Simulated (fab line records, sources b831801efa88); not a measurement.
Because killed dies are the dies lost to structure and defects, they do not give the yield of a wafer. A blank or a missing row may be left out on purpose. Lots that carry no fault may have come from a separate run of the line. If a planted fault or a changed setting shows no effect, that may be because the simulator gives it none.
8D (eight disciplines) problem report, filled in by code || flow sky130 || the parts of the form that need people (team, actions taken, sign-off) are left out

== 1. THE PROBLEM ==
oes_product_au at SKY_METAL5_STRIP_16 reads a mean of 0.756 a.u. on 2 wafers of 2 lots; wafers without a fault read 0.710 a.u. with a standard deviation of 0.0045. That puts it +10 standard deviations away from the usual mean.
The step: strips in O2/N2.
The first sign was on wafer L367.6 at day 48 01:16, on plasma_asher-01. Wafers with a number at this step in the record: 36, from 12 lots. Rule for "out" (also "out of limits"): further than 4 standard deviations from the usual mean. All remaining wafers that have a number are taken as sound.

== 2. WHAT IT IS AND WHAT IT IS NOT ==
{"question": "which readings at this step", "is": "oes_product_au, strip_time_to_endpoint_s", "is not": "drypump_motor_current_A, n2_flow_sccm"}
{"question": "which lots", "is": "L367, L371", "is not": "L351, L354, L358, L359, L360, L361, L362, L368, L373, L374"}
{"question": "which wafers of those lots", "is": "L367.6, L371.3", "is not": "L367.2, L367.3, L371.2, L371.6"}
{"question": "read on which tools", "is": "plasma_asher-01", "is not": "plasma_asher-02, plasma_asher-04"}
{"question": "when", "is": "from day 48 01:16", "is not": "up to then (23 sound wafers); but 11 sound wafers of L368, L371, L373, L374 came after"}

== 3. SUSPECTS, AND WHAT RULES EACH OUT ==
Counting: if a tool at a process step up to the reading ran every lot that is out, it stays a suspect. Sound lots after the first of them don't rule it out here, since some wafers of a struck lot are sound.
- pvd_sputter-01 at SKY_METAL5_SPUTTER_04 (material TiN, target thk 70 nm, time 58.3 s): kept. Ran every lot that is out, first one L367 (day 47 05:50); last sound lot up to then L351 (day 42 15:31).
- plasma_asher-01 at SKY_METAL5_STRIP_16 (strips in O2/N2): kept. Ran every lot that is out, first one L367 (day 48 01:16); last sound lot up to then L361 (day 46 15:52). Out on those wafers are its own readings of oes_product_au, strip_time_to_endpoint_s.
- The sound lot-mates ran in chamber 1 of plasma_asher-01 at SKY_METAL5_STRIP_16, but the wafers that are out ran in chamber 0.
Remaining after the count are pvd_sputter-01 at SKY_METAL5_SPUTTER_04 and plasma_asher-01 at SKY_METAL5_STRIP_16.

== 4. THE CAUSE (what the simulator had put in) ==
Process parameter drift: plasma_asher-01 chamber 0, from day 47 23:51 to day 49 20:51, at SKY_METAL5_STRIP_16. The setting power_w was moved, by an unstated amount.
Counting left 2 suspects, and this tool is among them.

== 5. SEQUENCE OF EFFECTS, ordered by route ==
One row per reading whose mean, taken over the struck wafers that have a number, lies over 3 standard deviations from the usual. Only readings for which the record gives a usual standard deviation are gone through. hours: the time from each lot's start at the first step in this table that gives one to its start at this step, as a median over the lots. sigmas: the change in usual standard deviations.
{"hours": 0, "step": "SKY_METAL5_STRIP_16", "reading": "oes_product_au", "usual": "0.710 a.u.", "on struck wafers": 0.756, "change": "+0.046", "sigmas": "+10"}
{"hours": 0, "step": "SKY_METAL5_STRIP_16", "reading": "strip_time_to_endpoint_s", "usual": "13.03 s", "on struck wafers": 11.92, "change": -1.11, "sigmas": -9.2}
Process steps it contains:
- SKY_METAL5_STRIP_16: strips in O2/N2.

== 6. HOW IT WOULD HAVE BEEN CAUGHT EARLIER ==
In this record the first reading out of limits was taken at day 48 01:16, 1 hour after the fault began at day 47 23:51.
